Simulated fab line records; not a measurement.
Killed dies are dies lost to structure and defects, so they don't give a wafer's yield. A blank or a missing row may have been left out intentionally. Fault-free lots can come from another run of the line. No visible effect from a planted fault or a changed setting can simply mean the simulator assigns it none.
A struck lot beside a sound one -- flow sky130 -- 17 steps out of a route of 708
Sound: the wafers L871.1, L871.3, L871.4. The struck wafers were L887.1, L887.2, L887.4. The cause is given at the end.
At each step with rows: each side's tool, then ch and its chambers, then its first start. Under that, the readings that differ: sound wafers -- struck wafers -- difference of the means -- sigmas: that difference in standard deviations of wafers without a fault.
alike: readings whose means differ by less than 2 such deviations, and words and numbers that are the same on both sides. not compared: withheld readings, readings that some wafer has no value for, bounds like >300 that may hide the same value, and numbers for which the record gives no deviation and whose values overlap.
A row with sigmas, a row that says differs or no value, or rows on one side alone: a step with any of these is where the two part. Numbers that have no deviation but don't overlap get no sigmas and don't part them. Lack of a reading on every wafer of one side parts them only where that side has two or more wafers.

SKY_LOCAL_INTERCONNECT_RS_MEAS_01: measures by four-point-probe.
  sound on film_metro-03 at day 30 19:28; struck on film_metro-01 at day 35 19:17
  alike: LOCAL_INTERCONNECT_TIN_RS
SKY_LOCAL_INTERCONNECT_THK_MEAS_02: measures by xrf.
  sound on film_metro-03 at day 30 19:35; struck on film_metro-01 at day 35 19:24
  alike: LOCAL_INTERCONNECT_TIN_THK
then, 8 steps without rows for these wafers: SKY_LOCAL_INTERCONNECT_DEHYDRATE_03 (time 60 s); SKY_LOCAL_INTERCONNECT_HMDS_04 (prime time 60 s); SKY_LOCAL_INTERCONNECT_COAT_05 (resist thk 60 nm); SKY_LOCAL_INTERCONNECT_COAT_06 (resist thk 450 nm); SKY_LOCAL_INTERCONNECT_SOFTBAKE_07 (time 90 s); SKY_LOCAL_INTERCONNECT_EXPOSE_08 (exposes mask LI1M, target cd 170 nm); SKY_LOCAL_INTERCONNECT_PEB_09; SKY_LOCAL_INTERCONNECT_DEVELOP_10 (develop time 60 s).
SKY_LOCAL_INTERCONNECT_CD_MEAS_11 targets a cd of 170 nm.
  sound on cd_sem-02 at day 31 22:34; struck on cd_sem-02 at day 36 21:11
  alike: cd_nm
SKY_LOCAL_INTERCONNECT_OVL_MEAS_12:
  sound on overlay-02 at day 31 22:41; struck on overlay-02 at day 36 21:19
  alike: LOCAL_INTERCONNECT_OVL
SKY_LOCAL_INTERCONNECT_ETCH_13: etches BARC in N2/H2, stops on SiO2, time 45.9 s, target depth 60 nm.
  sound on rie_metal-03 ch 0,1, day 31 22:44; struck on rie_metal-01 ch 0,1, day 36 21:21
reading,sound,struck,difference,sigmas
oes_product_au (a.u.),0.854 0.852 0.862,0.719 0.719 0.707,-0.141,-30
model.KrF-thick_of_LOCAL_INTERCONNECT_COAT_06.thk_nm (nm),390.2 392 392.1,414.4 413.3 414.4,+22.6,
model.etch.depth_nm (nm),60 60.01 59.98,42.63 43.03 42.12,-17.40,
model.LOCAL_INTERCONNECT.cd_nm (nm),172.4 169.9 171.7,174.9 174.1 173.6,+2.9,
  alike: drypump_motor_current_A, rf_fwd_power_W, throttle_valve_pct
  not compared: rf_hours_counter_h
SKY_LOCAL_INTERCONNECT_METAL_ETCH_14: etches TiN in Cl2/BCl3, stops on PSG, target depth 110 nm, time 31.4 s.
  sound on rie_metal-03 ch 0,1, day 31 22:47; struck on rie_metal-01 ch 0,1, day 36 21:25
reading,sound,struck,difference,sigmas
oes_product_au (a.u.),0.931 0.947 0.931,0.378 0.366 0.376,-0.563,-73
throttle_valve_pct (%),21.906 21.901 21.901,22.264 22.255 22.282,+0.364,+36
model.KrF-thick_of_LOCAL_INTERCONNECT_COAT_06.thk_nm (nm),345.3 348.4 347.2,371.7 369.4 371.8,+24.0,
model.LOCAL_INTERCONNECT.cd_nm (nm),172.7 169.4 171.8,174.1 173.8 173,+2.3,
  alike: drypump_motor_current_A, mfc_cl2_sccm, rf_fwd_power_W
  not compared: rf_hours_counter_h
SKY_LOCAL_INTERCONNECT_STRIP_15: strips in O2/N2.
  sound on plasma_asher-04 ch 0,1, day 31 22:50; struck on plasma_asher-02 ch 0,1, day 36 21:28
reading,sound,struck,difference,sigmas
oes_product_au (a.u.),0.432 0.422 0.427,0.438 0.439 0.438,+0.011,+3
strip_time_to_endpoint_s (s),4.701 4.715 4.728,4.976 4.940 4.968,+0.247,+10
  alike: drypump_motor_current_A
  not compared: rf_hours_counter_h
then, 1 step without rows for these wafers: SKY_LOCAL_INTERCONNECT_STRIP_16 (strips in post etch residue remover, time 1200 s).
-- a jump in the record: the struck wafers' starts before and after are 14 days apart (it breaks off in module LOCAL_INTERCONNECT and resumes in module PAD_OPEN, where the first step shown is number 708 of the route) --
SKY_PAD_OPEN_PROBE_99:
  record: rows for the struck wafers here (prober-02, day 50 13:21), none for the sound ones

== WHERE THEY PART ==
Last at SKY_PAD_OPEN_PROBE_99 as far as this record goes, first at SKY_LOCAL_INTERCONNECT_ETCH_13.

WHY: what the simulator had put in
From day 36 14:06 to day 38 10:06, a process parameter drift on rie_metal-01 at SKY_LOCAL_INTERCONNECT_ETCH_13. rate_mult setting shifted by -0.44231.
